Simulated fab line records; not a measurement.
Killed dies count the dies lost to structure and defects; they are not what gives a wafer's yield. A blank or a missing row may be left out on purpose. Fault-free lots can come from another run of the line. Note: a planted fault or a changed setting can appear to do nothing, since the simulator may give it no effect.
Which tool was responsible? / flow sky130 / 33 wafers from 11 lots sampled at 3 of the route's 708 steps

## WHAT THE GAUGES SHOWED, per wafer
SKY_SD_P_TW_MEAS_11.
lot=L230; measured=day 25 18:02; on=film-metro-03; SD_P_TW=2817 2794 2797
lot=L232; measured=day 26 07:19; on=film-metro-02; SD_P_TW=2837 2838 2823
lot=L233; measured=day 26 12:50; on=film-metro-03; SD_P_TW=2802 2808 2787
lot=L237; measured=day 27 22:51; on=film-metro-03; SD_P_TW=2798 2783 2786
lot=L235; measured=day 27 22:44; on=film-metro-03; SD_P_TW=2790 2788 2796
lot=L240; measured=day 29 03:31; on=film-metro-02; SD_P_TW=2803 2801 2812
lot=L241; measured=day 29 08:59; on=film-metro-02; SD_P_TW=3103 3123 3094 3100 3118 3117
lot=L242; measured=day 29 19:31; on=film-metro-03; SD_P_TW=3112 3111 3118 3120 3091 3122
lot=L243; measured=day 30 06:58; on=film-metro-01; SD_P_TW=2791 2804 2782
lot=L246; measured=day 31 01:08; on=film-metro-01; SD_P_TW=2821 2809 2809
lot=L250; measured=day 32 10:30; on=film-metro-02; SD_P_TW=3092 3079 3103 3083 3100 3103

## EACH LOT AND THE TOOL THAT RAN IT (in order: tool; ch and the chambers of the sampled wafers; start)
lot=L230; SKY_SD_P_IMPLANT_09=implanter-03 ch 0, day 25 17:47; SKY_SD_P_STRIP_10=plasma-asher-03 ch 0,1, day 25 17:56
lot=L232; SKY_SD_P_IMPLANT_09=implanter-02 ch 0, day 26 07:04; SKY_SD_P_STRIP_10=plasma-asher-04 ch 0,1, day 26 07:13
lot=L233; SKY_SD_P_IMPLANT_09=implanter-02 ch 0, day 26 12:35; SKY_SD_P_STRIP_10=plasma-asher-01 ch 0,1, day 26 12:44
lot=L237; SKY_SD_P_IMPLANT_09=implanter-02 ch 0, day 27 22:38; SKY_SD_P_STRIP_10=plasma-asher-01 ch 0,1, day 27 22:46
lot=L235; SKY_SD_P_IMPLANT_09=implanter-04 ch 0, day 27 22:31; SKY_SD_P_STRIP_10=plasma-asher-03 ch 0,1, day 27 22:39
lot=L240; SKY_SD_P_IMPLANT_09=implanter-03 ch 0, day 29 03:16; SKY_SD_P_STRIP_10=plasma-asher-03 ch 0,1, day 29 03:25
lot=L241; SKY_SD_P_IMPLANT_09=implanter-04 ch 0, day 29 08:25; SKY_SD_P_STRIP_10=plasma-asher-01 ch 0,1, day 29 08:53
lot=L242; SKY_SD_P_IMPLANT_09=implanter-04 ch 0, day 29 18:58; SKY_SD_P_STRIP_10=plasma-asher-03 ch 0,1, day 29 19:25
lot=L243; SKY_SD_P_IMPLANT_09=implanter-03 ch 0, day 30 06:37; SKY_SD_P_STRIP_10=plasma-asher-04 ch 0,1, day 30 06:46
lot=L246; SKY_SD_P_IMPLANT_09=implanter-03 ch 0, day 31 00:55; SKY_SD_P_STRIP_10=plasma-asher-04 ch 0,1, day 31 01:02
lot=L250; SKY_SD_P_IMPLANT_09=implanter-02 ch 0, day 32 09:55; SKY_SD_P_STRIP_10=plasma-asher-03 ch 0,1, day 32 10:23
- SKY_SD_P_IMPLANT_09
- SKY_SD_P_STRIP_10: strips in O2/N2.

## THE ANSWER, worked out from the rows above alone
Rule: usual is defined by the lots themselves. The widest of any qualifying gaps counts: lots, ordered by their means at a reading, are off when they make up no more than a third of the lots, leave a main group of 4 or more, and stand apart from it by 3 or more times the standard deviation of that group's means. A main group whose means are all the same, to the digits that the tables above print for the reading, isn't used. A lot without any number at a reading at which 4 lots or more have one is off too. Where the step has rows for the other lots, those lots are counted as sound.
Off: L241, L242, L250, seen at SKY_SD_P_TW_MEAS_11 (SD_P_TW). The main group has a mean of 2803 with a standard deviation of 13.
If a tool, at a process step before that reading, ran all the lots that are off and no sound lot after the first of them, it fits. Those tools and the gauges at SKY_SD_P_TW_MEAS_11 are tried in the same way. None of those tried fits.

## WHAT THE SIMULATOR HAD INSERTED
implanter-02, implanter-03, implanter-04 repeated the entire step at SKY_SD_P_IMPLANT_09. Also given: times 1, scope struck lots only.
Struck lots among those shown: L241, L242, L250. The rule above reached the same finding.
